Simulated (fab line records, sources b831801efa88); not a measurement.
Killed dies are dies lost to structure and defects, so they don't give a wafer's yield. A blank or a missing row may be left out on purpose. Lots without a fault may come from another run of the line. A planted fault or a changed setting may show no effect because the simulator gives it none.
Problem report in the 8D (eight disciplines) form, filled by code | flow sky130 | the parts of the form that need people (team, actions taken, sign-off) are left out

1. THE PROBLEM
oes_product_au at SKY_FIELD_ISO_ETCH_17 reads a mean of 1.303 a.u. on 2 wafers of 2 lots; wafers without a fault read 1.003 a.u. with a standard deviation of 0.0068. That is +44 standard deviations from the usual mean.
The step: etches Si in HBr/Cl2/O2, target depth 342 nm, time 97.7 s.
First seen on wafer L671.4, day 3 22:58, on rie_si-01. The record holds 40 wafers of 14 lots with a number at this step. Rule for "out", or "out of limits": more than 4 standard deviations from the usual mean. The other wafers with a number count as sound.

2. WHAT IT IS AND WHAT IT IS NOT
question                    | is                                 | is not
which readings at this step | oes_product_au, throttle_valve_pct | drypump_motor_current_A
which lots                  | L671, L672                         | L663, L664, L665, L666, L667, L668, L680, L682, L683, L684, L685, L686
which wafers of those lots  | L671.4, L672.3                     | L671.2, L672.5
read on which tools         | rie_si-01                          | rie_si-02
when                        | from day 3 22:58                   | up to then (19 sound wafers); but 19 sound wafers of L672, L680, L682, L683, L684, L685, L686 came after

3. SUSPECTS, AND WHAT RULES EACH OUT
Counting: a tool at a process step up to the reading stays a suspect if it ran every lot that is out. Sound lots after the first of them don't rule it out here, since some wafers of a struck lot are sound.
- rie_si-01 at SKY_FIELD_ISO_ETCH_17 (etches Si in HBr/Cl2/O2, target depth 342 nm, time 97.7 s): kept. It ran every lot that is out, first L671 (day 3 22:58); its last sound lot up to then is L668 (day 3 06:55). Its own readings are out on those wafers: oes_product_au, throttle_valve_pct.
- Within rie_si-01 at SKY_FIELD_ISO_ETCH_17: the wafers that are out ran in chamber 0; their sound lot-mates ran in chamber 3.
Left after counting: rie_si-01 at SKY_FIELD_ISO_ETCH_17.

4. THE CAUSE (what the simulator had put in)
Process parameter drift: rie_si-01, from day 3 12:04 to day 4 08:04, at SKY_FIELD_ISO_ETCH_17. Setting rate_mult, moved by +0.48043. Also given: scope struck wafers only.
Counting left only this tool.

5. THE CHAIN OF EFFECTS, in route order
Each row: a reading whose mean over the struck wafers that have a number lies more than 3 standard deviations from the usual. Only readings for which the record gives a usual standard deviation are gone through. hours: the time from each lot's start at the first step in this table that gives one to its start at this step, as a median over the lots. sigmas: the change in usual standard deviations.
hours | step                  | reading            | usual      | on struck wafers | change | sigmas
0     | SKY_FIELD_ISO_ETCH_17 | oes_product_au     | 1.003 a.u. | 1.303            | +0.300 | +44
0     | SKY_FIELD_ISO_ETCH_17 | throttle_valve_pct | 25.656 %   | 25.447           | -0.209 | -23
The process steps in it:
- SKY_FIELD_ISO_ETCH_17: etches Si in HBr/Cl2/O2, target depth 342 nm, time 97.7 s.
Later measuring or inspecting steps at which every struck wafer that the step has a row for has a number for every such reading, and none has moved that far: SKY_VT_ADJUST_HVTR_CD_MEAS_07, SKY_SONOS_TUNNEL_CD_MEAS_07, SKY_SONOS_TUNNEL_OVL_MEAS_08.

6. WHAT WOULD HAVE CAUGHT IT SOONER
In this record the first reading out of limits was taken at day 3 22:58, 11 hours after the fault began at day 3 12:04.
